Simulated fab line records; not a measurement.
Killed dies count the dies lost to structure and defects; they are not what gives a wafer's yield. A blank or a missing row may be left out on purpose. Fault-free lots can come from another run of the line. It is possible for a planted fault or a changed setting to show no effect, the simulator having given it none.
8D (eight disciplines) problem report, filled in by code | flow sfq_line | the parts of the form that need people (team, actions taken, sign-off) are left out

== 1. WHAT IS WRONG ==
Wafers without a fault read 79.14 W, standard deviation 0.073; heater_power_total_W at SFQ_TRILAYER_I2_VIA_LITHO_PEB_070 reads a mean of 75.16 W on 6 wafers belonging to 2 lots. Relative to the usual mean, that is a shift of -55 standard deviations.
The step: peb time 60 s.
Earliest sighting: wafer L388.1 on litho_track-03 at day 33 22:53. At this step, 42 wafers from 14 lots have a number in the record. By rule, "out" or "out of limits" means more than 4 standard deviations away from the usual mean. All remaining wafers that have a number are taken as sound.

== 2. WHAT IT IS AND WHAT IT IS NOT ==
question                    | is                                 | is not
which readings at this step | heater_power_total_W, plate_temp_C | -
which lots                  | L388, L392                         | L379, L380, L381, L383, L384, L385, L386, L387, L399, L400, L401, L402
which wafers of those lots  | all that have a number             | -
read on which tools         | litho_track-03                     | litho_track-01, litho_track-04
when                        | from day 33 22:53                  | up to then (24 sound wafers); but 12 sound wafers of L399, L400, L401, L402 came after

== 3. THE SUSPECTS, EACH WITH WHAT RULES IT OUT ==
Counting: a tool at any process step up to the reading remains a suspect when it ran all the lots that are out and ran no sound lot after the first of those.
- litho_track-03 at SFQ_TRILAYER_I2_VIA_LITHO_PEB_070 (peb time 60 s): ruled out as a lasting fault. After its first lot that is out, L388 (day 33 22:53), sound lots L402 ran on it.
Left after counting: nothing in the record.

== 4. THE CAUSE (what the simulator had put in) ==
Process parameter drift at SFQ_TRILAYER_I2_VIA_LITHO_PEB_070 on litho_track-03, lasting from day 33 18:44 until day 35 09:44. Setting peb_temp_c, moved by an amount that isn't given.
Counting ruled it out, wrongly.

== 5. THE CHAIN OF EFFECTS, in route order ==
Each row: a reading whose mean over the struck wafers that have a number lies more than 3 standard deviations from the usual. Scope: only readings with a usual standard deviation given in the record; hours: median across lots of the time from each lot's start at the first step in this table that gives one to its start at this step; sigmas: change in usual standard deviations.
hours | step                              | reading              | usual    | on struck wafers | change | sigmas
0     | SFQ_TRILAYER_I2_VIA_LITHO_PEB_070 | heater_power_total_W | 79.14 W  | 75.16            | -3.98  | -55
0     | SFQ_TRILAYER_I2_VIA_LITHO_PEB_070 | plate_temp_C         | 114.99 C | 110.69           | -4.30  | -33
Process steps it contains:
- SFQ_TRILAYER_I2_VIA_LITHO_PEB_070: peb time 60 s.

== 6. WHAT WOULD HAVE CAUGHT IT SOONER ==
In this record no reading fell out of limits until day 33 22:53, 4 hours after the fault had begun at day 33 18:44.
